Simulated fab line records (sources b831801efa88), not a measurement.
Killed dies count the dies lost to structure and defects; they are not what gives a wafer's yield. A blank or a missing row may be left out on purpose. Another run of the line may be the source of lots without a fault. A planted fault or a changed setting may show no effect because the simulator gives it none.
What tool caused it?	flow gf180mcu	7 lots, 21 wafers sampled, at 3 steps of a route of 602

WHAT THE GAUGES READ, wafer by wafer
GF_MIM_RS_MEAS_10: measures by four-point-probe.
lot	measured	on	MIM_ALCU_RS (ohm/sq)
L517	day 25 09:37	filmMetro-04	0.1610 0.1607 0.1598
L519	day 25 23:16	filmMetro-04	0.1601 0.1586 0.1595
L522	day 27 05:35	filmMetro-04	0.1586 0.1568 0.1588
L524	day 27 15:07	filmMetro-02	0.1589 0.1598 0.1597
L529	day 29 01:34	filmMetro-03	0.1561 0.1573 0.1553
L531	day 29 11:56	filmMetro-03	0.1572 0.1569 0.1577
L539	day 31 17:03	filmMetro-02	0.1569 0.1595 0.1569

WHAT TOOL EACH LOT RAN ON (gives the tool, then ch and the chambers of the sampled wafers, and finally the start)
lot	GF_STI_ETCH_14	GF_MIM_SPUTTER_09
L517	rieSi-02 ch 0,2,3, day 2 07:38	pvdSputter-01, day 25 09:33
L519	rieSi-01 ch 0,1,2, day 2 18:40	pvdSputter-01, day 25 23:13
L522	rieSi-01 ch 0,3, day 3 08:44	pvdSputter-02, day 27 05:32
L524	rieSi-02 ch 0,3, day 3 18:28	pvdSputter-01, day 27 15:04
L529	rieSi-02 ch 0,1,3, day 4 21:05	pvdSputter-04, day 29 01:31
L531	rieSi-01 ch 0,1,2, day 5 06:53	pvdSputter-02, day 29 11:54
L539	rieSi-01 ch 1,2,3, day 7 01:53	pvdSputter-04, day 31 17:01
- GF_STI_ETCH_14: etches Si in HBr/Cl2/O2, target depth 360 nm, time 102.9 s.
- GF_MIM_SPUTTER_09: material TiN, target thk 35 nm, time 29.2 s.

THE ANSWER, worked out from the rows above alone
Rule: the lots themselves supply what counts as usual. The widest of any qualifying gaps counts: lots, ordered by their means at a reading, are off when they make up no more than a third of the lots, leave a main group of 4 or more, and stand apart from it by 3 or more times the standard deviation of that group's means. The tables above print the reading to a certain number of digits; a main group whose means all agree to those digits is not used. A lot without any number at a reading at which 4 lots or more have one is off too. Any other lot the step has rows for is counted as sound.
Across all readings shown, no lot is off: no conclusion can be drawn from this.

WHAT HAD BEEN PUT IN BY THE SIMULATOR
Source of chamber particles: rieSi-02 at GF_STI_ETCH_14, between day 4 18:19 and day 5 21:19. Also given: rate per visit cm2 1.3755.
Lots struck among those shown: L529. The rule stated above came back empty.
